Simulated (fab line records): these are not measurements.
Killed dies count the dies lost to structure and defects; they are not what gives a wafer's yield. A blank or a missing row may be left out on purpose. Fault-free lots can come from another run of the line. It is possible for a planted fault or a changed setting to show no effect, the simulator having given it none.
Which of the tools did it? || flow gf180mcu || 15 lots, 45 wafers sampled, at 5 steps of a route of 602

## WHAT THE GAUGES READ, wafer by wafer
GF_V1_BOW_MEAS_05.
{"lot": "L458", "measured": "day 16 21:15", "on": "film-metro-01", "V1_BOW (um)": "74 80 90"}
{"lot": "L459", "measured": "day 17 11:49", "on": "film-metro-01", "V1_BOW (um)": "78 81 87"}
{"lot": "L460", "measured": "day 17 22:02", "on": "film-metro-02", "V1_BOW (um)": "83 97 90"}
{"lot": "L461", "measured": "day 18 01:04", "on": "film-metro-02", "V1_BOW (um)": "76 81 84"}
{"lot": "L465", "measured": "day 20 01:53", "on": "film-metro-04", "V1_BOW (um)": "47 41 61"}
{"lot": "L466", "measured": "day 20 03:10", "on": "film-metro-02", "V1_BOW (um)": "52 63 45"}
{"lot": "L467", "measured": "day 20 09:34", "on": "film-metro-04", "V1_BOW (um)": "56 69 60"}
{"lot": "L472", "measured": "day 22 13:17", "on": "film-metro-04", "V1_BOW (um)": "78 80 73"}
{"lot": "L473", "measured": "day 22 20:07", "on": "film-metro-04", "V1_BOW (um)": "93 84 73"}
{"lot": "L474", "measured": "day 23 00:07", "on": "film-metro-04", "V1_BOW (um)": "76 83 68"}
{"lot": "L475", "measured": "day 23 10:16", "on": "film-metro-04", "V1_BOW (um)": "91 79 97"}
{"lot": "L478", "measured": "day 24 05:55", "on": "film-metro-04", "V1_BOW (um)": "85 90 90"}
{"lot": "L479", "measured": "day 24 16:17", "on": "film-metro-04", "V1_BOW (um)": "76 73 81"}
{"lot": "L480", "measured": "day 25 01:56", "on": "film-metro-04", "V1_BOW (um)": "74 73 88"}
{"lot": "L481", "measured": "day 25 08:12", "on": "film-metro-04", "V1_BOW (um)": "81 91 72"}

## EACH LOT AND THE TOOL THAT RAN IT (in order: tool; ch and the chambers of the sampled wafers; start)
{"lot": "L458", "GF_CONTACT_SPUTTER_23": "pvd-sputter-02, day 15 20:53", "GF_M1_SPUTTER_00": "pvd-sputter-03, day 15 21:30", "GF_M1_SPUTTER_04": "pvd-sputter-03, day 15 21:41", "GF_V1_CVD_00": "hdpcvd-02 ch 0,1,2, day 16 20:40"}
{"lot": "L459", "GF_CONTACT_SPUTTER_23": "pvd-sputter-03, day 16 11:55", "GF_M1_SPUTTER_00": "pvd-sputter-04, day 16 12:32", "GF_M1_SPUTTER_04": "pvd-sputter-04, day 16 12:43", "GF_V1_CVD_00": "hdpcvd-01 ch 0,1,2, day 17 11:06"}
{"lot": "L460", "GF_CONTACT_SPUTTER_23": "pvd-sputter-02, day 16 20:49", "GF_M1_SPUTTER_00": "pvd-sputter-03, day 16 21:29", "GF_M1_SPUTTER_04": "pvd-sputter-03, day 16 21:40", "GF_V1_CVD_00": "hdpcvd-01 ch 1,2, day 17 21:18"}
{"lot": "L461", "GF_CONTACT_SPUTTER_23": "pvd-sputter-03, day 16 23:43", "GF_M1_SPUTTER_00": "pvd-sputter-01, day 17 00:20", "GF_M1_SPUTTER_04": "pvd-sputter-01, day 17 00:31", "GF_V1_CVD_00": "hdpcvd-01 ch 0,1,2, day 18 00:31"}
{"lot": "L465", "GF_CONTACT_SPUTTER_23": "pvd-sputter-03, day 18 23:22", "GF_M1_SPUTTER_00": "pvd-sputter-01, day 18 23:59", "GF_M1_SPUTTER_04": "pvd-sputter-01, day 19 00:10", "GF_V1_CVD_00": "hdpcvd-01 ch 0,1, day 20 01:17"}
{"lot": "L466", "GF_CONTACT_SPUTTER_23": "pvd-sputter-04, day 19 00:14", "GF_M1_SPUTTER_00": "pvd-sputter-01, day 19 00:51", "GF_M1_SPUTTER_04": "pvd-sputter-01, day 19 01:02", "GF_V1_CVD_00": "hdpcvd-01 ch 0,1,2, day 20 02:35"}
{"lot": "L467", "GF_CONTACT_SPUTTER_23": "pvd-sputter-03, day 19 07:38", "GF_M1_SPUTTER_00": "pvd-sputter-01, day 19 08:15", "GF_M1_SPUTTER_04": "pvd-sputter-01, day 19 08:26", "GF_V1_CVD_00": "hdpcvd-02 ch 0,2, day 20 09:00"}
{"lot": "L472", "GF_CONTACT_SPUTTER_23": "pvd-sputter-03, day 21 11:37", "GF_M1_SPUTTER_00": "pvd-sputter-03, day 21 12:14", "GF_M1_SPUTTER_04": "pvd-sputter-03, day 21 12:25", "GF_V1_CVD_00": "hdpcvd-01 ch 0,1,2, day 22 12:41"}
{"lot": "L473", "GF_CONTACT_SPUTTER_23": "pvd-sputter-03, day 21 18:16", "GF_M1_SPUTTER_00": "pvd-sputter-04, day 21 18:53", "GF_M1_SPUTTER_04": "pvd-sputter-04, day 21 19:04", "GF_V1_CVD_00": "hdpcvd-02 ch 0,1,2, day 22 19:31"}
{"lot": "L474", "GF_CONTACT_SPUTTER_23": "pvd-sputter-04, day 21 22:39", "GF_M1_SPUTTER_00": "pvd-sputter-01, day 21 23:16", "GF_M1_SPUTTER_04": "pvd-sputter-01, day 21 23:27", "GF_V1_CVD_00": "hdpcvd-02 ch 0,1,2, day 22 23:32"}
{"lot": "L475", "GF_CONTACT_SPUTTER_23": "pvd-sputter-02, day 22 08:26", "GF_M1_SPUTTER_00": "pvd-sputter-04, day 22 09:03", "GF_M1_SPUTTER_04": "pvd-sputter-04, day 22 09:14", "GF_V1_CVD_00": "hdpcvd-02 ch 1,2, day 23 09:41"}
{"lot": "L478", "GF_CONTACT_SPUTTER_23": "pvd-sputter-04, day 23 04:16", "GF_M1_SPUTTER_00": "pvd-sputter-03, day 23 04:53", "GF_M1_SPUTTER_04": "pvd-sputter-03, day 23 05:04", "GF_V1_CVD_00": "hdpcvd-02 ch 0,2, day 24 05:21"}
{"lot": "L479", "GF_CONTACT_SPUTTER_23": "pvd-sputter-02, day 23 15:05", "GF_M1_SPUTTER_00": "pvd-sputter-03, day 23 15:53", "GF_M1_SPUTTER_04": "pvd-sputter-03, day 23 16:04", "GF_V1_CVD_00": "hdpcvd-01 ch 0,1,2, day 24 15:44"}
{"lot": "L480", "GF_CONTACT_SPUTTER_23": "pvd-sputter-03, day 24 01:08", "GF_M1_SPUTTER_00": "pvd-sputter-03, day 24 01:56", "GF_M1_SPUTTER_04": "pvd-sputter-03, day 24 02:07", "GF_V1_CVD_00": "hdpcvd-02 ch 0,1,2, day 25 01:20"}
{"lot": "L481", "GF_CONTACT_SPUTTER_23": "pvd-sputter-04, day 24 07:28", "GF_M1_SPUTTER_00": "pvd-sputter-03, day 24 08:05", "GF_M1_SPUTTER_04": "pvd-sputter-03, day 24 08:16", "GF_V1_CVD_00": "hdpcvd-02 ch 0,2, day 25 07:38"}
- GF_CONTACT_SPUTTER_23: material TiN, target thk 10 nm, time 40 s.
- GF_M1_SPUTTER_00: material Ti, target thk 37.5 nm, time 150 s.
- GF_M1_SPUTTER_04: material TiN, target thk 50 nm, time 41.7 s.
- GF_V1_CVD_00: deposits SiO2, target thk 600 nm, time 100 s.

## WHAT THE TOOLS THEMSELVES READ (means of the sampled wafers that have a number; where no wafer has one, the mark that the record gives instead)
GF_CONTACT_SPUTTER_23.
{"lot": "L458", "tool": "pvd-sputter-02", "cathode-dc-power-W (W)": 3999.8, "throttle-valve-pct (%)": 29.6}
{"lot": "L459", "tool": "pvd-sputter-03", "cathode-dc-power-W (W)": 4000.2, "throttle-valve-pct (%)": 30.0}
{"lot": "L460", "tool": "pvd-sputter-02", "cathode-dc-power-W (W)": 4000.7, "throttle-valve-pct (%)": 30.3}
{"lot": "L461", "tool": "pvd-sputter-03", "cathode-dc-power-W (W)": 4000.1, "throttle-valve-pct (%)": 29.4}
{"lot": "L465", "tool": "pvd-sputter-03", "cathode-dc-power-W (W)": 3999.6, "throttle-valve-pct (%)": 30.1}
{"lot": "L466", "tool": "pvd-sputter-04", "cathode-dc-power-W (W)": 4000.2, "throttle-valve-pct (%)": 30.9}
{"lot": "L467", "tool": "pvd-sputter-03", "cathode-dc-power-W (W)": 4000.2, "throttle-valve-pct (%)": 30.5}
{"lot": "L472", "tool": "pvd-sputter-03", "cathode-dc-power-W (W)": 4000.8, "throttle-valve-pct (%)": 29.7}
{"lot": "L473", "tool": "pvd-sputter-03", "cathode-dc-power-W (W)": 3999.6, "throttle-valve-pct (%)": 30.1}
{"lot": "L474", "tool": "pvd-sputter-04", "cathode-dc-power-W (W)": 4000.0, "throttle-valve-pct (%)": 30.1}
{"lot": "L475", "tool": "pvd-sputter-02", "cathode-dc-power-W (W)": 3999.8, "throttle-valve-pct (%)": 30.3}
{"lot": "L478", "tool": "pvd-sputter-04", "cathode-dc-power-W (W)": 3999.9, "throttle-valve-pct (%)": 30.3}
{"lot": "L479", "tool": "pvd-sputter-02", "cathode-dc-power-W (W)": 3999.8, "throttle-valve-pct (%)": 30.2}
{"lot": "L480", "tool": "pvd-sputter-03", "cathode-dc-power-W (W)": 3999.8, "throttle-valve-pct (%)": 30.1}
{"lot": "L481", "tool": "pvd-sputter-04", "cathode-dc-power-W (W)": 4000.3, "throttle-valve-pct (%)": 29.3}

GF_M1_SPUTTER_00.
{"lot": "L458", "tool": "pvd-sputter-03", "cathode-dc-power-W (W)": 3999.6, "throttle-valve-pct (%)": 30.6}
{"lot": "L459", "tool": "pvd-sputter-04", "cathode-dc-power-W (W)": 4000.6, "throttle-valve-pct (%)": 30.6}
{"lot": "L460", "tool": "pvd-sputter-03", "cathode-dc-power-W (W)": 3999.9, "throttle-valve-pct (%)": 30.4}
{"lot": "L461", "tool": "pvd-sputter-01", "cathode-dc-power-W (W)": 4000.4, "throttle-valve-pct (%)": 28.8}
{"lot": "L465", "tool": "pvd-sputter-01", "cathode-dc-power-W (W)": 3999.8, "throttle-valve-pct (%)": 29.1}
{"lot": "L466", "tool": "pvd-sputter-01", "cathode-dc-power-W (W)": 3999.6, "throttle-valve-pct (%)": 30.0}
{"lot": "L467", "tool": "pvd-sputter-01", "cathode-dc-power-W (W)": 3999.0, "throttle-valve-pct (%)": 29.5}
{"lot": "L472", "tool": "pvd-sputter-03", "cathode-dc-power-W (W)": 4000.7, "throttle-valve-pct (%)": 29.5}
{"lot": "L473", "tool": "pvd-sputter-04", "cathode-dc-power-W (W)": 4000.0, "throttle-valve-pct (%)": 30.2}
{"lot": "L474", "tool": "pvd-sputter-01", "cathode-dc-power-W (W)": 3999.3, "throttle-valve-pct (%)": 28.4}
{"lot": "L475", "tool": "pvd-sputter-04", "cathode-dc-power-W (W)": 3999.8, "throttle-valve-pct (%)": 30.1}
{"lot": "L478", "tool": "pvd-sputter-03", "cathode-dc-power-W (W)": 3999.4, "throttle-valve-pct (%)": 31.1}
{"lot": "L479", "tool": "pvd-sputter-03", "cathode-dc-power-W (W)": 4000.1, "throttle-valve-pct (%)": 29.5}
{"lot": "L480", "tool": "pvd-sputter-03", "cathode-dc-power-W (W)": 4000.9, "throttle-valve-pct (%)": 30.1}
{"lot": "L481", "tool": "pvd-sputter-03", "cathode-dc-power-W (W)": 3999.8, "throttle-valve-pct (%)": 30.1}

GF_M1_SPUTTER_04.
{"lot": "L458", "tool": "pvd-sputter-03", "cathode-dc-power-W (W)": 6499.9, "throttle-valve-pct (%)": 30.6}
{"lot": "L459", "tool": "pvd-sputter-04", "cathode-dc-power-W (W)": 6500.3, "throttle-valve-pct (%)": 30.9}
{"lot": "L460", "tool": "pvd-sputter-03", "cathode-dc-power-W (W)": 6499.6, "throttle-valve-pct (%)": 30.5}
{"lot": "L461", "tool": "pvd-sputter-01", "cathode-dc-power-W (W)": 6500.2, "throttle-valve-pct (%)": 29.0}
{"lot": "L465", "tool": "pvd-sputter-01", "cathode-dc-power-W (W)": 6500.4, "throttle-valve-pct (%)": 29.0}
{"lot": "L466", "tool": "pvd-sputter-01", "cathode-dc-power-W (W)": 6500.4, "throttle-valve-pct (%)": 29.9}
{"lot": "L467", "tool": "pvd-sputter-01", "cathode-dc-power-W (W)": 6500.9, "throttle-valve-pct (%)": 29.6}
{"lot": "L472", "tool": "pvd-sputter-03", "cathode-dc-power-W (W)": 6501.2, "throttle-valve-pct (%)": 29.4}
{"lot": "L473", "tool": "pvd-sputter-04", "cathode-dc-power-W (W)": 6500.0, "throttle-valve-pct (%)": 30.2}
{"lot": "L474", "tool": "pvd-sputter-01", "cathode-dc-power-W (W)": 6499.5, "throttle-valve-pct (%)": 28.3}
{"lot": "L475", "tool": "pvd-sputter-04", "cathode-dc-power-W (W)": 6500.2, "throttle-valve-pct (%)": 30.2}
{"lot": "L478", "tool": "pvd-sputter-03", "cathode-dc-power-W (W)": 6499.8, "throttle-valve-pct (%)": 31.0}
{"lot": "L479", "tool": "pvd-sputter-03", "cathode-dc-power-W (W)": 6499.9, "throttle-valve-pct (%)": 29.6}
{"lot": "L480", "tool": "pvd-sputter-03", "cathode-dc-power-W (W)": 6499.8, "throttle-valve-pct (%)": 30.1}
{"lot": "L481", "tool": "pvd-sputter-03", "cathode-dc-power-W (W)": 6500.8, "throttle-valve-pct (%)": 30.1}

GF_V1_CVD_00.
{"lot": "L458", "tool": "hdpcvd-02", "pressure-mtorr (mTorr)": 5.997, "run-length-s (s)": 127.1}
{"lot": "L459", "tool": "hdpcvd-01", "pressure-mtorr (mTorr)": 5.994, "run-length-s (s)": 127.8}
{"lot": "L460", "tool": "hdpcvd-01", "pressure-mtorr (mTorr)": 6.011, "run-length-s (s)": 127.7}
{"lot": "L461", "tool": "hdpcvd-01", "pressure-mtorr (mTorr)": 5.999, "run-length-s (s)": 127.9}
{"lot": "L465", "tool": "hdpcvd-01", "pressure-mtorr (mTorr)": "-", "run-length-s (s)": "-"}
{"lot": "L466", "tool": "hdpcvd-01", "pressure-mtorr (mTorr)": "-", "run-length-s (s)": "-"}
{"lot": "L467", "tool": "hdpcvd-02", "pressure-mtorr (mTorr)": "-", "run-length-s (s)": "-"}
{"lot": "L472", "tool": "hdpcvd-01", "pressure-mtorr (mTorr)": 5.999, "run-length-s (s)": 128.0}
{"lot": "L473", "tool": "hdpcvd-02", "pressure-mtorr (mTorr)": 6.000, "run-length-s (s)": 127.3}
{"lot": "L474", "tool": "hdpcvd-02", "pressure-mtorr (mTorr)": 6.005, "run-length-s (s)": 127.3}
{"lot": "L475", "tool": "hdpcvd-02", "pressure-mtorr (mTorr)": 6.005, "run-length-s (s)": 127.6}
{"lot": "L478", "tool": "hdpcvd-02", "pressure-mtorr (mTorr)": 6.004, "run-length-s (s)": 127.7}
{"lot": "L479", "tool": "hdpcvd-01", "pressure-mtorr (mTorr)": 6.024, "run-length-s (s)": 127.9}
{"lot": "L480", "tool": "hdpcvd-02", "pressure-mtorr (mTorr)": 5.993, "run-length-s (s)": 127.8}
{"lot": "L481", "tool": "hdpcvd-02", "pressure-mtorr (mTorr)": 5.998, "run-length-s (s)": 127.1}

## THE ANSWER, worked out from the rows above alone
Rule: the usual values come from the lots themselves. Put in order of their means at a reading, lots are off if they are a third of the lots or fewer, leave a main group of 4 or more, and stand apart from it by a gap of 3 or more times the standard deviation of the main group's means; of several such gaps the widest counts. The tables above print the reading to a certain number of digits; a main group whose means all agree to those digits is not used. Also off: a lot with no number at a reading for which 4 or more lots have one. Where the step has rows for the other lots, those lots are counted as sound. After the gauges, taken in route order, come the tools' own readings; for these a lot's mean is taken, as printed above. The first step at which some lot is off is used, and at that step the reading that is off furthest; a lot without a number counts as furthest.
Off, at GF_V1_CVD_00 on pressure-mtorr: L465, L466, L467. Without a number there: L465, L466, L467. Main group: mean 6.002 mTorr, sd 0.0081.
If a tool, at that step or one of the process steps before it, ran each lot that is off and ran no sound lot following the first of them, it fits. Not one of the candidates tried fits.

## WHAT THE SIMULATOR HAD PUT IN
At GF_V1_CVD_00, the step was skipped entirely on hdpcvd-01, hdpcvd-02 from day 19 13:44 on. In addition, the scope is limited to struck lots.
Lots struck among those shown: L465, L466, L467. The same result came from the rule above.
